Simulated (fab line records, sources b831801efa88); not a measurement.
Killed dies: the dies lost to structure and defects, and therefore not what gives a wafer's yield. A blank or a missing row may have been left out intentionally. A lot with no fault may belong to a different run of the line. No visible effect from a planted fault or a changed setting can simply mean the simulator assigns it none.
Chamber matching / flow gf180mcu / 4 sister chambers for GF_V1_CMP_26 on cmp-01
The step polishes, stops on SiO2, t overpolish 15 s, target thk 0 nm. 27 wafers are shown with their chamber, then 12 later ones without.

== WAFERS, EACH WITH ITS CHAMBER ==
wafer=L074.2; chamber=0; motor-current-A (A)=10.3; time-to-endpoint-s (s)=91; overpolish-run-s (s)=14.984
wafer=L074.4; chamber=3; motor-current-A (A)=12.6; time-to-endpoint-s (s)=89; overpolish-run-s (s)=14.995
wafer=L074.6; chamber=3; motor-current-A (A)=11.0; time-to-endpoint-s (s)=91; overpolish-run-s (s)=15.012
wafer=L075.1; chamber=3; motor-current-A (A)=12.1; time-to-endpoint-s (s)=86; overpolish-run-s (s)=15.008
wafer=L075.4; chamber=0; motor-current-A (A)=10.4; time-to-endpoint-s (s)=88; overpolish-run-s (s)=14.997
wafer=L075.6; chamber=2; motor-current-A (A)=9.8; time-to-endpoint-s (s)=83; overpolish-run-s (s)=15.008
wafer=L080.1; chamber=0; motor-current-A (A)=10.3; time-to-endpoint-s (s)=80; overpolish-run-s (s)=15.001
wafer=L080.2; chamber=1; motor-current-A (A)=11.2; time-to-endpoint-s (s)=81; overpolish-run-s (s)=15.009
wafer=L080.4; chamber=3; motor-current-A (A)=12.3; time-to-endpoint-s (s)=81; overpolish-run-s (s)=14.986
wafer=L081.1; chamber=3; motor-current-A (A)=11.7; time-to-endpoint-s (s)=81; overpolish-run-s (s)=14.986
wafer=L081.3; chamber=0; motor-current-A (A)=9.8; time-to-endpoint-s (s)=84; overpolish-run-s (s)=15.004
wafer=L081.6; chamber=1; motor-current-A (A)=10.7; time-to-endpoint-s (s)=82; overpolish-run-s (s)=15.009
wafer=L083.4; chamber=3; motor-current-A (A)=12.1; time-to-endpoint-s (s)=83; overpolish-run-s (s)=15.004
wafer=L083.5; chamber=0; motor-current-A (A)=10.1; time-to-endpoint-s (s)=84; overpolish-run-s (s)=14.996
wafer=L083.6; chamber=1; motor-current-A (A)=11.7; time-to-endpoint-s (s)=81; overpolish-run-s (s)=15.014
wafer=L085.1; chamber=1; motor-current-A (A)=11.9; time-to-endpoint-s (s)=81; overpolish-run-s (s)=14.999
wafer=L085.3; chamber=0; motor-current-A (A)=10.0; time-to-endpoint-s (s)=83; overpolish-run-s (s)=14.994
wafer=L085.6; chamber=3; motor-current-A (A)=12.2; time-to-endpoint-s (s)=84; overpolish-run-s (s)=15.003
wafer=L087.2; chamber=0; motor-current-A (A)=10.2; time-to-endpoint-s (s)=85; overpolish-run-s (s)=15.008
wafer=L087.3; chamber=1; motor-current-A (A)=11.7; time-to-endpoint-s (s)=84; overpolish-run-s (s)=15.004
wafer=L087.6; chamber=0; motor-current-A (A)=9.7; time-to-endpoint-s (s)=81; overpolish-run-s (s)=15.010
wafer=L088.4; chamber=2; motor-current-A (A)=10.1; time-to-endpoint-s (s)=79; overpolish-run-s (s)=14.988
wafer=L088.5; chamber=0; motor-current-A (A)=10.0; time-to-endpoint-s (s)=85; overpolish-run-s (s)=14.988
wafer=L088.6; chamber=3; motor-current-A (A)=11.4; time-to-endpoint-s (s)=86; overpolish-run-s (s)=15.005
wafer=L089.1; chamber=0; motor-current-A (A)=10.4; time-to-endpoint-s (s)=87; overpolish-run-s (s)=15.012
wafer=L089.2; chamber=1; motor-current-A (A)=11.4; time-to-endpoint-s (s)=85; overpolish-run-s (s)=15.001
wafer=L089.3; chamber=2; motor-current-A (A)=9.6; time-to-endpoint-s (s)=84; overpolish-run-s (s)=14.998

SIGNATURES (averages over the wafers above)
reading=motor-current-A; chamber 0=10.120; chamber 1=11.433; chamber 2=9.833; chamber 3=11.925; scatter within a chamber=0.392
reading=time-to-endpoint-s; chamber 0=84.80; chamber 1=82.33; chamber 2=82.00; chamber 3=85.12; scatter within a chamber=3.06
reading=overpolish-run-s; chamber 0=14.99940; chamber 1=15.00600; chamber 2=14.99800; chamber 3=14.99987; scatter within a chamber=0.00889
Rule: for each reading, subtract the chamber's mean from the wafer's reading, divide by that reading's scatter and square the result; add these up over the readings and take the root, which gives the wafer's distance from the chamber. If the next closest chamber is less than 2 further off than the closest, the wafer can't be placed; otherwise it belongs to the closest. How the scatter is found: for the shown wafers, subtract from each reading the mean of its chamber, square and add these, divide the total by (wafers less chambers), then take the root.

== WAFERS WITH NO CHAMBER GIVEN ==
wafer=L090.1; motor-current-A (A)=9.8; time-to-endpoint-s (s)=79; overpolish-run-s (s)=14.989
wafer=L090.2; motor-current-A (A)=11.6; time-to-endpoint-s (s)=80; overpolish-run-s (s)=14.998
wafer=L090.3; motor-current-A (A)=12.4; time-to-endpoint-s (s)=85; overpolish-run-s (s)=15.014
wafer=L092.2; motor-current-A (A)=12.2; time-to-endpoint-s (s)=84; overpolish-run-s (s)=14.985
wafer=L092.3; motor-current-A (A)=9.6; time-to-endpoint-s (s)=80; overpolish-run-s (s)=15.002
wafer=L092.4; motor-current-A (A)=11.0; time-to-endpoint-s (s)=79; overpolish-run-s (s)=14.999
wafer=L093.2; motor-current-A (A)=10.1; time-to-endpoint-s (s)=83; overpolish-run-s (s)=14.981
wafer=L093.3; motor-current-A (A)=12.2; time-to-endpoint-s (s)=88; overpolish-run-s (s)=15.000
wafer=L093.6; motor-current-A (A)=10.1; time-to-endpoint-s (s)=82; overpolish-run-s (s)=14.996
wafer=L095.3; motor-current-A (A)=11.0; time-to-endpoint-s (s)=86; overpolish-run-s (s)=15.009
wafer=L095.5; motor-current-A (A)=12.4; time-to-endpoint-s (s)=85; overpolish-run-s (s)=14.994
wafer=L095.6; motor-current-A (A)=10.1; time-to-endpoint-s (s)=90; overpolish-run-s (s)=14.998

== EACH ONE'S CHAMBER ==
wafer=L090.1; from the rows above=can't be placed: 2 or 0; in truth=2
wafer=L090.2; from the rows above=can't be placed: 1 or 3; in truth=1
wafer=L090.3; from the rows above=can't be placed: 3 or 1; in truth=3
wafer=L092.2; from the rows above=can't be placed: 3 or 1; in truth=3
wafer=L092.3; from the rows above=can't be placed: 2 or 0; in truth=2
wafer=L092.4; from the rows above=can't be placed: 1 or 0 or 3 or 2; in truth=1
wafer=L093.2; from the rows above=can't be placed: 2 or 0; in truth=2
wafer=L093.3; from the rows above=can't be placed: 3 or 1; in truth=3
wafer=L093.6; from the rows above=can't be placed: 2 or 0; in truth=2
wafer=L095.3; from the rows above=can't be placed: 1 or 0 or 3 or 2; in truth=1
wafer=L095.5; from the rows above=can't be placed: 3 or 1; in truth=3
wafer=L095.6; from the rows above=can't be placed: 0 or 2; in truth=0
Correct placement for 0 of the 12. From these rows, 12 cannot be placed; in 12 the true chamber is one of the candidates. Placed wrongly: 0.
